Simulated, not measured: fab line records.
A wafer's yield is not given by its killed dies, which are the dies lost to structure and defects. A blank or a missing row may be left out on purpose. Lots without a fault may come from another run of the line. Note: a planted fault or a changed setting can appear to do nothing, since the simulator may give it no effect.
What tool caused it? | flow gf180mcu | 12 lots, 36 wafers sampled, at 4 steps of a route of 602

## WHAT THE GAUGES READ, wafer by wafer
GF_V1_THK_MEAS_03. Usual: for V1_CVD_02_THK the level is 846 nm and the standard deviation is 13.
lot  | measured     | on           | V1_CVD_02_THK (nm) | flag
L365 | day 17 03:35 | filmMetro-02 | 823 837 840        | 
L366 | day 17 12:52 | filmMetro-01 | 841 835 847        | 
L369 | day 18 16:31 | filmMetro-02 | 837 864 868        | 
L370 | day 19 00:26 | filmMetro-01 | 867 851 873        | 
L371 | day 19 10:40 | filmMetro-03 | 824 831 835        | 
L372 | day 19 20:16 | filmMetro-03 | 827 833 850        | 
L373 | day 20 05:38 | filmMetro-01 | 852 838 859        | 
L374 | day 20 17:07 | filmMetro-01 | 827 844 854        | 
L375 | day 20 17:51 | filmMetro-01 | 828 835 842        | 
L382 | day 23 11:53 | filmMetro-01 | 798 832 837        | 
L387 | day 24 20:25 | filmMetro-03 | 861 874 876        | 
L388 | day 25 06:22 | filmMetro-01 | 851 868 861        | 

## EACH LOT AND THE TOOL THAT RAN IT (in order: tool; ch and the chambers of the sampled wafers; start)
lot  | GF_CONTACT_SPUTTER_22       | GF_M1_SPUTTER_01            | GF_V1_CVD_02
L365 | pvdSputter-02, day 16 03:19 | pvdSputter-01, day 16 04:13 | pecvd-03 ch 0,1,2, day 17 03:30
L366 | pvdSputter-01, day 16 12:20 | pvdSputter-04, day 16 13:07 | pecvd-03 ch 0,1,2, day 17 12:49
L369 | pvdSputter-01, day 17 15:13 | pvdSputter-02, day 17 16:00 | pecvd-02 ch 0,1,2, day 18 16:26
L370 | pvdSputter-03, day 17 23:37 | pvdSputter-04, day 18 00:24 | pecvd-02 ch 0,2, day 19 00:22
L371 | pvdSputter-03, day 18 08:16 | pvdSputter-02, day 18 09:03 | pecvd-03 ch 0,1, day 19 10:34
L372 | pvdSputter-03, day 18 17:22 | pvdSputter-04, day 18 18:09 | pecvd-03 ch 1,2, day 19 20:11
L373 | pvdSputter-02, day 19 03:19 | pvdSputter-04, day 19 04:05 | pecvd-02 ch 0,2, day 20 05:33
L374 | pvdSputter-03, day 19 15:12 | pvdSputter-01, day 19 15:59 | pecvd-01 ch 0,1, day 20 17:02
L375 | pvdSputter-02, day 19 15:52 | pvdSputter-04, day 19 16:39 | pecvd-03 ch 0,1, day 20 17:47
L382 | pvdSputter-03, day 22 11:46 | pvdSputter-02, day 22 12:35 | pecvd-03 ch 1,2, day 23 11:47
L387 | pvdSputter-03, day 23 19:59 | pvdSputter-04, day 23 20:52 | pecvd-02 ch 0,1, day 24 20:19
L388 | pvdSputter-02, day 24 06:34 | pvdSputter-02, day 24 07:21 | pecvd-02 ch 0,1, day 25 06:17
- GF_CONTACT_SPUTTER_22: material Ti, target thk 15 nm, time 80.02 s.
- GF_M1_SPUTTER_01: material TiN, target thk 30 nm, time 25 s.
- GF_V1_CVD_02: deposits SiO2 from TEOS, target thk 850 nm, time 94.851 s.

## AS READ BY THE TOOLS THEMSELVES (means over the sampled wafers that have a number; for cases with no such wafer, the mark the record gives instead)
GF_CONTACT_SPUTTER_22. Usual: 30.1 % for throttleValvePct, sd 0.85.
lot  | tool          | throttleValvePct (%) | flag
L365 | pvdSputter-02 | 30.9                 | 
L366 | pvdSputter-01 | 30.3                 | 
L369 | pvdSputter-01 | 29.4                 | 
L370 | pvdSputter-03 | 30.3                 | 
L371 | pvdSputter-03 | 30.3                 | 
L372 | pvdSputter-03 | 30.3                 | 
L373 | pvdSputter-02 | 30.9                 | 
L374 | pvdSputter-03 | 30.5                 | 
L375 | pvdSputter-02 | 30.5                 | 
L382 | pvdSputter-03 | 30.6                 | 
L387 | pvdSputter-03 | 30.3                 | 
L388 | pvdSputter-02 | 30.1                 | 

GF_M1_SPUTTER_01. Usual: 30.3 % for throttleValvePct, sd 1.1.
lot  | tool          | throttleValvePct (%) | flag
L365 | pvdSputter-01 | 29.2                 | 
L366 | pvdSputter-04 | 30.6                 | 
L369 | pvdSputter-02 | 30.2                 | 
L370 | pvdSputter-04 | 30.9                 | 
L371 | pvdSputter-02 | 29.7                 | 
L372 | pvdSputter-04 | 30.8                 | 
L373 | pvdSputter-04 | 30.9                 | 
L374 | pvdSputter-01 | 30.2                 | 
L375 | pvdSputter-04 | 30.3                 | 
L382 | pvdSputter-02 | 30.9                 | 
L387 | pvdSputter-04 | 30.7                 | 
L388 | pvdSputter-02 | 29.7                 | 

GF_V1_CVD_02. Usual: 614 W for heaterPowerW, sd 92.
lot  | tool     | heaterPowerW (W) | flag
L365 | pecvd-03 | 602              | 
L366 | pecvd-03 | 571              | 
L369 | pecvd-02 | 566              | 
L370 | pecvd-02 | 605              | 
L371 | pecvd-03 | 578              | 
L372 | pecvd-03 | 633              | 
L373 | pecvd-02 | 606              | 
L374 | pecvd-01 | 703              | 
L375 | pecvd-03 | 628              | 
L382 | pecvd-03 | 646              | 
L387 | pecvd-02 | 535              | 
L388 | pecvd-02 | 593              | 

## THE ANSWER, worked out from the rows above alone
Rule: a lot counts as off when the mean over its wafers that have a number is more than 3 standard deviations away from the usual mean. Also off: a lot with no number at a reading for which 4 or more lots have one. All remaining lots with rows at the step are treated as sound. After the gauges, taken in route order, come the tools' own readings; for these a lot's mean is taken, as printed above. At the first step where some lot is off, the reading lying furthest off is the one used; lots without a number count as furthest.
Across all readings shown, no lot is off: no conclusion can be drawn from this.

## WHAT HAD BEEN PUT IN BY THE SIMULATOR
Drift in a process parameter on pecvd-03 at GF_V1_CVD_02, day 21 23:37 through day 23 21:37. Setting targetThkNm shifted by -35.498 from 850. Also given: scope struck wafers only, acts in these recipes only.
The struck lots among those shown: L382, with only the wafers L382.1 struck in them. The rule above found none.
